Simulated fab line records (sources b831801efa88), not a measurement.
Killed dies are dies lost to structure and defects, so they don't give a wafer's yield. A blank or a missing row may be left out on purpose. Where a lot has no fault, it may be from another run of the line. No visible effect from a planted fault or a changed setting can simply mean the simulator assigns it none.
2 desks looking at one fault + flow gf180mcu + each desk holds nothing but its own numbers, with what lay behind them at the end

DESK OF THE TOOL OWNER: wet-bench-03
The tool's own readings at GF_STI_WET_ETCH_17 (etches Si3N4 in H3PO4, target depth 45 nm, time 514 s): means of the sampled wafers that have a number, for each lot that ran on this tool. Any lot whose mean is over 4 standard deviations away from the usual mean is out of limits and marked OUT; that distance is given in the brackets.
Columns: A = run-length-s at GF_STI_WET_ETCH_17, usual 542 s
| lot  | first seen here | A             |
|------|-----------------|---------------|
| L461 | day 2 12:05     | 546           |
| L465 | day 3 08:02     | 539           |
| L468 | day 4 02:35     | 538           |
| L471 | day 4 16:11     | 539           |
| L473 | day 5 02:02     | 537           |
| L476 | day 5 17:32     | 299 (-68) OUT |
| L480 | day 6 14:54     | 291 (-70) OUT |
Finding of this desk: L476, L480 out of limits; the first was L476 at day 5 17:32, on run-length-s at GF_STI_WET_ETCH_17. L461, L465, L468, L471, L473: within limits.

AT THE METROLOGY DESK
Lot by lot, what the gauges showed, no matter which tool ran the lot: averages of those sampled wafers that carry a number. Any lot whose mean is over 4 standard deviations away from the usual mean is out of limits and marked OUT; that distance is given in the brackets.
Columns: A = M4_ALCU_RS at GF_M4_RS_MEAS_05, usual 0.0693 ohm/sq; B = V4_BOW at GF_V4_BOW_MEAS_05, usual 135 um
| lot  | first seen here | A      | B   |
|------|-----------------|--------|-----|
| L461 | day 23 06:38    | 0.0686 | 118 |
| L463 | day 23 19:52    | 0.0688 | 127 |
| L464 | day 24 08:51    | 0.0701 | 146 |
| L465 | day 24 16:17    | 0.0690 | 139 |
| L467 | day 25 09:22    | 0.0688 | 135 |
| L468 | day 25 21:23    | 0.0692 | 135 |
| L469 | day 26 02:11    | 0.0695 | 142 |
| L470 | day 26 07:35    | 0.0699 | 137 |
| L471 | day 26 15:14    | 0.0702 | 135 |
| L473 | day 27 03:40    | 0.0694 | 137 |
| L475 | day 27 18:52    | 0.0685 | 127 |
| L476 | day 28 03:28    | 0.0707 | 136 |
| L480 | day 29 08:08    | 0.0702 | 122 |
| L482 | day 29 16:22    | 0.0692 | 153 |
This desk's verdict: no lot among the 14 shows anything out of limits.

BROUGHT TOGETHER
On L476, L480, at day 5 17:32, an alarm was possible from the tool owner's desk.
Nothing out of limits was seen by the metrology desk.
The metrology desk holds a record of L476, L480, inside its limits.
The lots listed all ran GF_STI_WET_ETCH_17 on wet-bench-03.

WHAT THE SIMULATOR HAD INSERTED
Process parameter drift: wet-bench-03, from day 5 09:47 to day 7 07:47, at GF_STI_WET_ETCH_17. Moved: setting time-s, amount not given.
Struck lots among those shown: L476, L480.
Delay in hours, fault start to first out-of-limits reading, by desk: the tool owner's desk at 8.
